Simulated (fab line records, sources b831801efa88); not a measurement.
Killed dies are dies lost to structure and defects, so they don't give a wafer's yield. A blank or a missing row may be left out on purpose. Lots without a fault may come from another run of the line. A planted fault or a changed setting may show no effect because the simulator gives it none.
Chamber matching | flow sky130 | SKY_VIA1_ETCH_15 on rie_diel-02: 4 sister chambers
The step etches SiO2 in C4F8/O2/Ar, stops on TiN, target depth 351 nm, time 54 s. 24 wafers are shown with their chamber, then 12 later ones without.

WAFERS WITH THEIR CHAMBER
wafer  | chamber | oes_product_au (a.u.)
L074.2 | 1       | 0.991
L074.4 | 2       | 0.978
L074.5 | 0       | 0.985
L079.1 | 1       | 0.994
L079.3 | 3       | 0.981
L079.4 | 2       | 0.981
L081.1 | 3       | 0.987
L081.2 | 2       | 0.974
L081.3 | 0       | 0.975
L084.2 | 1       | 0.995
L084.3 | 3       | 0.991
L084.4 | 2       | 0.978
L088.1 | 3       | 0.991
L088.4 | 2       | 0.984
L088.6 | 3       | 1.002
L090.3 | 0       | 0.990
L090.4 | 1       | 0.985
L090.5 | 3       | 0.988
L092.1 | 2       | 0.973
L092.2 | 1       | 0.987
L092.5 | 3       | 0.978
L093.1 | 0       | 0.979
L093.3 | 3       | 0.982
L093.5 | 0       | 0.985

SIGNATURES (means of the wafers above)
reading        | chamber 0 | chamber 1 | chamber 2 | chamber 3 | scatter within a chamber
oes_product_au | 0.98280   | 0.99040   | 0.97800   | 0.98750   | 0.0059
Rule: a wafer's distance from a chamber is the root of the sum, over the readings, of the square of ((its reading less the chamber's mean) divided by the reading's scatter). The wafer belongs to the nearest chamber; if the next one is less than 2 further off, it can't be placed. The scatter: the root of (the sum of the squares of (reading less its chamber's mean) over the shown wafers, divided by (wafers less chambers)).

WAFERS WITHOUT THEIR CHAMBER
wafer  | oes_product_au (a.u.)
L094.3 | 0.980
L094.4 | 0.983
L094.5 | 0.986
L095.2 | 0.974
L095.3 | 0.976
L095.6 | 0.983
L096.2 | 0.985
L096.4 | 0.984
L096.5 | 0.968
L097.1 | 0.991
L097.2 | 0.983
L097.3 | 0.979

WHICH CHAMBER EACH WENT THROUGH
wafer  | from the rows above               | in truth
L094.3 | can't be placed: 2 or 0 or 3 or 1 | 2
L094.4 | can't be placed: 0 or 3 or 2 or 1 | 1
L094.5 | can't be placed: 3 or 0 or 1 or 2 | 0
L095.2 | can't be placed: 2 or 0 or 3      | 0
L095.3 | can't be placed: 2 or 0 or 3      | 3
L095.6 | can't be placed: 0 or 3 or 2 or 1 | 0
L096.2 | can't be placed: 0 or 3 or 1 or 2 | 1
L096.4 | can't be placed: 0 or 3 or 2 or 1 | 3
L096.5 | can't be placed: 2 or 0 or 3      | 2
L097.1 | can't be placed: 1 or 3 or 0      | 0
L097.2 | can't be placed: 0 or 3 or 2 or 1 | 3
L097.3 | can't be placed: 2 or 0 or 3 or 1 | 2
Placed correctly: 0 of 12. Can't be placed from these rows: 12 (the true chamber is among the candidates in 12). Placed wrongly: 0.
